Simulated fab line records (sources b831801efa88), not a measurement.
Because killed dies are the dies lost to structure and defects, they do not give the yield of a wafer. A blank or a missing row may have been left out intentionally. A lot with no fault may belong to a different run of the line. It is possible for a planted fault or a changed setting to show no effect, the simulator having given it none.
Problem report, 8D (eight disciplines) form, completed by code || flow gf180mcu || the parts of the form that need people (team, actions taken, sign-off) are left out

1. WHAT IS WRONG
Wafers free of any fault read 597 nm (standard deviation 6.9) for V1_CVD_00_THK at GF_V1_THK_MEAS_01, against a mean of 306 nm on 6 wafers of 2 lots. That puts it -42 standard deviations away from the usual mean.
The first sign was on wafer L414.4 at day 22 04:29, on film metro-02. The record has a number at this step for 36 wafers belonging to 12 lots. Rule for "out" (also "out of limits"): further than 4 standard deviations from the usual mean. The rest of the wafers with a number are treated as sound.

2. WHAT IT IS, AND WHAT IT ISN'T
{"question": "which readings at this step", "is": "V1_CVD_00_THK", "is not": "-"}
{"question": "which lots", "is": "L414, L417", "is not": "L402, L404, L405, L406, L407, L409, L420, L422, L423, L425"}
{"question": "which wafers of those lots", "is": "all that have a number", "is not": "-"}
{"question": "read on which gauges", "is": "film metro-02, film metro-04", "is not": "film metro-03"}
{"question": "when", "is": "from day 22 04:29", "is not": "up to then (18 sound wafers); but 12 sound wafers of L420, L422, L423, L425 came after"}

3. THE SUSPECTS, EACH WITH WHAT RULES IT OUT
Counting: a tool stays on the suspect list if, at a process step up to the reading, it processed all lots that are out and no sound lot following the first of them.
- the gauge at GF_V1_THK_MEAS_01 has been ruled out. Those wafers that are out were read across 2 gauges (film metro-02, film metro-04).
- hdpcvd-01 at GF_V1_CVD_00 (deposits SiO2, target thk 600 nm, time 100 s): ruled out as a lasting fault. The sound lots L425 went through it after L414, its earliest lot that is out (day 22 04:25).
Left after counting: nothing in the record.

4. THE CAUSE (what the simulator had put in)
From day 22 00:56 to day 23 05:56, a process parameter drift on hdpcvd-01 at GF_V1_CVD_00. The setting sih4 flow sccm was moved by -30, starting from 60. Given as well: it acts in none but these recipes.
It was ruled out by counting, in error; the rule expects a fault to strike all lots run on its tool from its start on, and this fault did not.

5. THE EFFECT CHAIN, in route order
One row per reading whose mean, taken over the struck wafers that have a number, lies over 3 standard deviations from the usual. Only readings whose record carries a usual standard deviation are examined. hours: median over the lots of the time between each lot's start at the first step of this table that gives one and its start at this step. sigmas: the change, counted in usual standard deviations.
{"hours": 0, "step": "GF_V1_CVD_00", "reading": "sih4 flow sccm", "usual": "60.00 sccm", "on struck wafers": 29.90, "change": -30.10, "sigmas": "-99 or more"}
{"hours": 0, "step": "GF_V1_THK_MEAS_01", "reading": "V1_CVD_00_THK", "usual": "597 nm", "on struck wafers": 306, "change": -291, "sigmas": -42}
It contains these process steps:
- GF_V1_CVD_00: deposits SiO2, target thk 600 nm, time 100 s.
At these later measuring or inspecting steps, every struck wafer for which the step has a row has a number for every such reading, and none has moved that far: GF_V1_CD_MEAS_14.

6. HOW IT WOULD HAVE BEEN CAUGHT EARLIER
4 hours passed between the start of the fault at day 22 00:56 and the first reading out of limits at a measuring or inspecting step in this record, taken at day 22 04:29.
At GF_V1_CVD_00, the tool's own readings (sih4 flow sccm) were out on each struck wafer the step has a row for, so an alarm limit on them would have fired on the first such wafer.
